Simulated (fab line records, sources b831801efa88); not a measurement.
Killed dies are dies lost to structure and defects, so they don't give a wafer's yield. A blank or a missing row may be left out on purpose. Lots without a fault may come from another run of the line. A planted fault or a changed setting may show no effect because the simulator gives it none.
One fault seen from 2 desks | flow sky130 | each desk has only its own numbers; what lay behind them comes last

THE METROLOGY DESK
What the gauges read, lot by lot, whatever tool the lot ran on: means of the sampled wafers that have a number. A lot is out of limits, marked OUT, if its mean lies more than 4 standard deviations from the usual mean; the brackets give that distance.
Columns: A = VIA4_HDPCVD_THK at SKY_VIA4_THK_MEAS_01, usual 1755 nm; B = VIA4_W_RS at SKY_VIA4_RS_MEAS_19, usual 0.2276 ohm/sq; C = VIA4_W_THK at SKY_VIA4_THK_MEAS_20, usual 505 nm; D = METAL5_ALCU_THK at SKY_METAL5_THK_MEAS_06, usual 1134 nm
lot  | first seen here | A    | B                 | C              | D
L488 | day 41 22:18    | 1752 | 0.2328            | 497            | 1144
L489 | day 42 00:52    | 1772 | 0.2278            | 499            | 1139
L490 | day 42 12:14    | 1741 | 0.2271            | 509            | 1129
L491 | day 42 20:24    | 1759 | 0.2259            | 499            | 1135
L492 | day 43 00:52    | 1734 | 0.2271            | 510            | 1117
L496 | day 44 18:35    | 1737 | 0.2298            | 497            | 1161
L499 | day 45 00:16    | 1793 | 0.2249            | 514            | 1134
L505 | day 46 09:59    | 1767 | 0.2376 (+4.5) OUT | 490            | 1120
L506 | day 46 17:45    | 1751 | 0.2417 (+6.4) OUT | 470 (-4.5) OUT | 1118
L509 | day 47 10:32    | 1756 | 0.2283            | 501            | 1144
L510 | day 47 16:14    | 1721 | 0.2275            | 504            | 1123
This desk's finding: out of limits on L505, L506; first on L505, day 47 07:25 (VIA4_W_RS at SKY_VIA4_RS_MEAS_19). In limits: L488, L489, L490, L491, L492, L496, L499, L509, L510.

THE TOOL OWNER'S DESK: cvd_w-01
The tool's own readings at SKY_VIA4_CVD_18 (deposits W, target thk 505 nm, time 152.14 s): means of the sampled wafers that have a number, for each lot that ran on this tool. A lot is out of limits, marked OUT, if its mean lies more than 4 standard deviations from the usual mean; the brackets give that distance.
Columns: A = heater_power_w at SKY_VIA4_CVD_18, usual 866 W; B = susceptor_temp_C at SKY_VIA4_CVD_18, usual 400.02 C
lot  | first seen here | A   | B
L490 | day 43 12:01    | 770 | 400.10
L496 | day 45 17:04    | 762 | 399.68
L505 | day 47 07:15    | 757 | 397.00 (-14) OUT
L506 | day 47 14:30    | 818 | 397.17 (-13) OUT
This desk's finding: out of limits on L505, L506; first on L505, day 47 07:15 (susceptor_temp_C at SKY_VIA4_CVD_18). In limits: L490, L496.

PUT TOGETHER
The tool owner's desk could have raised an alarm at day 47 07:15, on L505, L506.
The metrology desk could have raised an alarm at day 47 07:25, on L505, L506.
Of the lots named, all ran SKY_VIA4_CVD_18 on cvd_w-01.

WHAT THE SIMULATOR HAD PUT IN
Process parameter drift: cvd_w-01, from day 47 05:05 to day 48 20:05, at SKY_VIA4_CVD_18. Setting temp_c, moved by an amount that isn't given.
Lots struck among those shown: L505, L506.
Hours from the fault's start to each desk's first reading out of limits: the tool owner's desk, 2; the metrology desk, 2.
